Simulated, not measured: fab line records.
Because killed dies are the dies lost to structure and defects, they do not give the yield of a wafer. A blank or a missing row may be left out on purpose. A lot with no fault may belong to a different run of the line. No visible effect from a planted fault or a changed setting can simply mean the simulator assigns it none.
A lot that was struck, set against a sound lot | flow sky130 | 18 steps out of a route of 708
Sound: the wafers L785.1, L785.4, L785.5. Struck: wafers L798.3, L798.4, L798.6. The cause comes at the end.
Each step with rows lists, per side, the tool, then ch with its chambers, then its first start. Under that, the readings that differ: sound wafers | struck wafers | difference of the means | sigmas: that difference in standard deviations of wafers without a fault.
alike: same words and numbers on both sides, and readings whose means sit less than 2 such deviations apart. not compared: any withheld reading, any reading some wafer has no value for, any bound like >300 that may hide the same value, and any number with overlapping values for which the record gives no deviation.
A row with sigmas, a row that says differs or no value, or rows on one side alone: a step with any of these is where the two part. Numbers that don't overlap but have no deviation are shown without sigmas and don't part them. A reading missing from all wafers of one side parts the sides only when that side holds two or more wafers.

SKY_SONOS_ONO_OVL_MEAS_14:
  sound: overlay-02 at day 14 17:41; struck: overlay-02 at day 19 06:30
  reading            | sound          | struck      | difference | sigmas
  SONOS_ONO_OVL (nm) | -0.6 -2.7 -0.1 | 3.6 3.1 2.7 | +4.3       | +3
SKY_SONOS_ONO_ETCH_15: etches the open film in CHF3/O2, target depth 19.52 nm, time 7.8 s.
  sound on rie diel-03 ch 0,3, day 14 17:43; struck on rie diel-03 ch 1,2, day 19 06:31
  alike: drypump motor current A, oes product au, throttle valve pct
  not compared: rf hours counter h
then, 1 step without rows for these wafers: SKY_SONOS_ONO_WET_ETCH_16 (etches SiO2 in dHF, target depth 14 nm, time 280 s).
SKY_SONOS_ONO_STRIP_17: strips in O2/N2.
  sound on plasma asher-03 ch 0, day 14 17:50; struck on plasma asher-03 ch 0,1, day 19 06:40
  alike: drypump motor current A, oes product au, strip time to endpoint s
  not compared: rf hours counter h
then, 3 steps without rows for these wafers: SKY_SONOS_ONO_WET_ETCH_18 (etches Si3N4 in H3PO4, target depth 15 nm, time 172 s); SKY_GATE_OXIDE_CLEAN_00 (cleans in SC1/SC2, time 150 s); SKY_GATE_OXIDE_OXIDATION_01 (stabilise 600 s, purge 300 s, target thk 10.268 nm).
SKY_GATE_OXIDE_THK_MEAS_02:
  sound: film metro-03 at day 14 23:18; struck: film metro-02 at day 19 09:22
  alike: GATE_OXIDE_OXIDATION_00_THK
then, 4 steps without rows for these wafers: SKY_GATE_OXIDE_DEHYDRATE_03 (time 60 s); SKY_GATE_OXIDE_HMDS_04 (prime time 60 s); SKY_GATE_OXIDE_COAT_05 (resist thk 1140 nm); SKY_GATE_OXIDE_SOFTBAKE_06 (time 60 s).
SKY_GATE_OXIDE_EXPOSE_07: exposes mask LVOM, target cd 600 nm.
  sound on iline stepper-01 ch 0, day 15 12:32; struck on iline stepper-01 ch 0, day 20 00:39
  reading                            | sound                   | struck               | difference | sigmas
  model.GATE_OXIDE.overlay x nm (nm) | -0.7285 -0.7285 -0.7285 | -115.2 -115.2 -115.2 | -114.5     |
  alike: mask, exposure dose mJ cm2, reticle temp C
then, 2 steps without rows for these wafers: SKY_GATE_OXIDE_PEB_08; SKY_GATE_OXIDE_DEVELOP_09 (develop time 60 s).
SKY_GATE_OXIDE_OVL_MEAS_10:
  sound: overlay-02 at day 16 02:19; struck: overlay-01 at day 20 16:32
  reading             | sound          | struck               | difference | sigmas
  GATE_OXIDE_OVL (nm) | -1.6 -3.1 -1.7 | -115.5 -116.7 -113.9 | -113.2     | -75
after that, 1 step had no rows for these wafers: SKY_GATE_OXIDE_IMPLANT_11.
-- a jump in the record: the struck wafers' starts before and after are 29 days apart (it breaks off in module GATE_OXIDE and resumes in module PAD_OPEN, where the first step shown is number 708 of the route) --
SKY_PAD_OPEN_PROBE_99:
  sound: prober-02 at day 47 07:25; struck: prober-01 at day 50 04:17
  alike: killed_at_M0_to_M3, killed_at_M4_up, killed at contacts, killed at front end, killed at other, killed dies, killed open, killed short

WHERE THEY PART
At SKY_SONOS_ONO_OVL_MEAS_14 first; at SKY_GATE_OXIDE_OVL_MEAS_10 last (within this record only). Later steps at which nothing parts them and some readings are alike: SKY_PAD_OPEN_PROBE_99.

WHY: what had been put in by the simulator
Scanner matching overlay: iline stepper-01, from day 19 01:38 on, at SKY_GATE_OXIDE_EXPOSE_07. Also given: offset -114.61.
